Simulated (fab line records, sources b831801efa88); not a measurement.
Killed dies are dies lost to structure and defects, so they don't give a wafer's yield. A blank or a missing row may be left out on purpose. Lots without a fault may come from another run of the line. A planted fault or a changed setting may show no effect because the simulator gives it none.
A struck lot beside a sound one | flow sky130 | 18 steps out of a route of 708
Sound: wafers L330.1, L330.5, L330.6. Struck: wafers L335.3, L335.5, L335.6. The cause comes at the end.
At each step with rows: each side's tool, then ch and its chambers, then its first start. Under that, the readings that differ: sound wafers | struck wafers | difference of the means | sigmas: that difference in standard deviations of wafers without a fault.
alike: readings whose means differ by less than 2 such deviations, and words and numbers that are the same on both sides. not compared: withheld readings, readings that some wafer has no value for, bounds like >300 that may hide the same value, and numbers for which the record gives no deviation and whose values overlap.
The two part at a step that has a row with sigmas, a row that says differs or no value, or rows on one side only. Numbers that don't overlap but have no deviation are shown without sigmas and don't part them. A reading that every wafer of one side lacks parts them only if that side has two wafers or more.

SKY_POLY_GATE_ETCH_15: etches BARC in N2/H2, stops on SiO2, time 118.5 s, target depth 110 nm.
  sound on rie_diel-04 ch 1,3, day 19 00:13; struck on rie_diel-03 ch 1,2,3, day 21 05:36
  alike: drypump_motor_current_A, oes_product_au, throttle_valve_pct
  not compared: rf_hours_counter_h
SKY_POLY_GATE_ETCH_16: etches Si3N4 in CH3F/O2, stops on poly-Si, time 147.5 s, target depth 75 nm.
  sound on rie_diel-04 ch 1,3, day 19 00:17; struck on rie_diel-03 ch 1,2,3, day 21 05:41
  alike: drypump_motor_current_A, oes_product_au, throttle_valve_pct
  not compared: rf_hours_counter_h
SKY_POLY_GATE_ETCH_17: etches poly-Si in HBr/Cl2, stops on SiO2, target depth 180 nm, time 70.5 s.
  sound on rie_si-01 ch 0,3, day 19 00:23; struck on rie_si-01 ch 1,2, day 21 05:47
  alike: drypump_motor_current_A, oes_product_au, throttle_valve_pct
  not compared: rf_hours_counter_h
SKY_POLY_GATE_STRIP_18: strips in O2/N2.
  sound on plasma_asher-04 ch 0,1, day 19 00:27; struck on plasma_asher-02 ch 0,1, day 21 05:52
  reading                     | sound          | struck         | difference | sigmas
  drypump_motor_current_A (A) | 5.86 5.88 5.98 | 5.33 5.32 5.39 | -0.56      | -2
  alike: oes_product_au, strip_time_to_endpoint_s
  not compared: rf_hours_counter_h
then, 2 steps without rows for these wafers: SKY_POLY_GATE_CLEAN_19 (cleans in SC1/SC2, time 150 s); SKY_POLY_GATE_OXIDATION_20 (stabilise 600 s, purge 300 s, target thk 4 nm).
SKY_POLY_GATE_THK_MEAS_21:
  sound on film_metro-02, day 19 02:15; struck on film_metro-04, day 21 07:15
  alike: POLY_GATE_OXIDATION_THK
SKY_POLY_GATE_CD_MEAS_22:
  sound on cd_sem-01, day 19 02:19; struck on cd_sem-01, day 21 07:21
  alike: cd_nm
then, 4 steps without rows for these wafers: SKY_LDD_N_DEHYDRATE_00 (time 60 s); SKY_LDD_N_HMDS_01 (prime time 60 s); SKY_LDD_N_COAT_02 (resist thk 300 nm); SKY_LDD_N_SOFTBAKE_03 (time 60 s).
SKY_LDD_N_EXPOSE_04: exposes mask NTM, target cd 840 nm.
  sound on iline_stepper-01 ch 0, day 19 18:47; struck on iline_stepper-01 ch 0, day 21 23:17
  reading                       | sound                | struck               | difference | sigmas
  model.LDD_N.overlay_x_nm (nm) | -1.334 -1.334 -1.334 | -58.41 -58.41 -58.41 | -57.08     |
  alike: mask, focus_offset_nm
then, 2 steps without rows for these wafers: SKY_LDD_N_PEB_05; SKY_LDD_N_DEVELOP_06 (develop time 60 s).
SKY_LDD_N_OVL_MEAS_07:
  sound on overlay-01, day 20 10:27; struck on overlay-02, day 22 14:37
  reading        | sound          | struck            | difference | sigmas
  LDD_N_OVL (nm) | -4.2 -4.0 -2.4 | -60.5 -60.4 -59.8 | -56.7      | -47
then, 2 steps without rows for these wafers: SKY_LDD_N_IMPLANT_08; SKY_PAD_OPEN_PROBE_99.

WHERE THEY PART
First at SKY_POLY_GATE_STRIP_18; last, within this record, at SKY_LDD_N_OVL_MEAS_07.

WHY: what the simulator had put in
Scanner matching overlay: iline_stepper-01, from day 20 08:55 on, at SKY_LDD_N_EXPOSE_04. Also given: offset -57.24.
